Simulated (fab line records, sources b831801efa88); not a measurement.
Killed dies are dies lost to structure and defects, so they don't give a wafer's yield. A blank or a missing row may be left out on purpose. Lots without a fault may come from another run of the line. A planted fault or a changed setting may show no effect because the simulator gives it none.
A struck lot beside a sound one | flow sky130 | 17 steps out of a route of 708
Sound: wafers L216.1, L216.4, L216.6. Struck: wafers L212.1, L212.4, L212.6. The cause comes at the end.
At each step with rows: each side's tool, then ch and its chambers, then its first start. Under that, the readings that differ: sound wafers | struck wafers | difference of the means | sigmas: that difference in standard deviations of wafers without a fault.
alike: readings whose means differ by less than 2 such deviations, and words and numbers that are the same on both sides. not compared: withheld readings, readings that some wafer has no value for, bounds like >300 that may hide the same value, and numbers for which the record gives no deviation and whose values overlap.
The two part at a step that has a row with sigmas, a row that says differs or no value, or rows on one side only. Numbers that don't overlap but have no deviation are shown without sigmas and don't part them. A reading that every wafer of one side lacks parts them only if that side has two wafers or more.

SKY_FIELD_ISO_ETCH_15: etches the open film in CHF3/O2, stops on Si, target depth 180 nm, time 73.54 s.
  sound on rie_diel-03 ch 0,2, day 5 14:47; struck on rie_diel-02 ch 0,2,3, day 4 21:07
  alike: drypump_motor_current_A, oes_product_au, throttle_valve_pct
  not compared: rf_hours_counter_h
SKY_FIELD_ISO_STRIP_16: strips in O2/N2.
  sound on plasma_asher-03 ch 0,1, day 5 14:50; struck on plasma_asher-04 ch 0,1, day 4 21:10
  alike: drypump_motor_current_A, oes_product_au, strip_time_to_endpoint_s
  not compared: rf_hours_counter_h
SKY_FIELD_ISO_ETCH_17: etches Si in HBr/Cl2/O2, target depth 342 nm, time 97.7 s.
  sound on rie_si-01 ch 2,3, day 5 14:56; struck on rie_si-02 ch 1,2,3, day 4 21:16
  alike: drypump_motor_current_A, he_backside_leak_sccm, oes_product_au, throttle_valve_pct
  not compared: rf_hours_counter_h
then, 5 steps without rows for these wafers: SKY_FIELD_ISO_WET_ETCH_18 (etches Si3N4 in H3PO4, target depth 25 nm, time 286 s); SKY_FIELD_ISO_CLEAN_19 (cleans in SC1/SC2, time 150 s); SKY_FIELD_ISO_CLEAN_20 (cleans in dHF, time 20 s); SKY_FIELD_ISO_WET_ETCH_21 (etches SiO2 in dHF, target depth 20 nm, time 400 s); SKY_FIELD_ISO_OXIDATION_22 (stabilise 600 s, purge 300 s, target thk 10 nm).
SKY_FIELD_ISO_THK_MEAS_23:
  sound on film_metro-02, day 5 17:05; struck on film_metro-02, day 4 22:47
  reading                         | sound             | struck         | difference | sigmas
  FIELD_ISO_OXIDATION_01_THK (nm) | 10.21 10.35 10.33 | 9.62 9.64 9.71 | -0.64      | -3
then, 1 step without rows for these wafers: SKY_FIELD_ISO_CVD_24 (deposits SiO2, target thk 595 nm, time 99.2 s).
SKY_FIELD_ISO_THK_MEAS_25:
  sound on film_metro-01, day 5 17:13; struck on film_metro-01, day 4 22:55
  alike: FIELD_ISO_CVD_24_THK
then, 1 step without rows for these wafers: SKY_FIELD_ISO_ANNEAL_26 (time 1800 s).
SKY_FIELD_ISO_CMP_27: polishes, stops on Si3N4, t overpolish 16 s, target thk 457.8 nm.
  sound on cmp-01 ch 0,1, day 5 21:33; struck on cmp-02 ch 1,3, day 5 00:32
  no value came back on the struck wafers for any of 5 readings (edge_zone_pressure_frac, head_pressure_psi (psi) and others); on the sound wafers edge_zone_pressure_frac reads 0.991 0.995 1.000
  reading                                    | sound             | struck            | difference | sigmas
  model.SiO2_of_FIELD_ISO_CVD_24.thk_nm (nm) | 458.2 457.5 457.9 | 603.6 595.3 604.5 | +143.3     |
then, 2 steps without rows for these wafers: SKY_FIELD_ISO_WET_ETCH_28 (etches SiO2 in dHF, target depth 23.7 nm, time 47 s); SKY_FIELD_ISO_WET_ETCH_29 (etches Si3N4 in H3PO4, target depth 160 nm, time 1825 s).
SKY_FIELD_ISO_WET_ETCH_30: etches SiO2 in dHF, target depth 25 nm, time 50 s.
  sound on wet_bench-02 ch 3, day 5 22:20; struck on wet_bench-04 ch 1, day 5 01:22
  reading                                    | sound             | struck        | difference | sigmas
  model.SiO2_of_FIELD_ISO_CVD_24.thk_nm (nm) | 405.8 404.9 405.4 | 551 543 552.1 | +143       |
-- the record jumps here: 43 days lie between the struck wafers' starts before and after (it left off in module FIELD_ISO and takes up again in module PAD_OPEN, whose first step shown is number 708 of the route) --
SKY_PAD_OPEN_PROBE_99:
  the record has rows for the struck wafers here (prober-02, day 48 11:16) and none for the sound ones

WHERE THEY PART
First at SKY_FIELD_ISO_THK_MEAS_23; last, within this record, at SKY_PAD_OPEN_PROBE_99.

WHY: what the simulator had put in
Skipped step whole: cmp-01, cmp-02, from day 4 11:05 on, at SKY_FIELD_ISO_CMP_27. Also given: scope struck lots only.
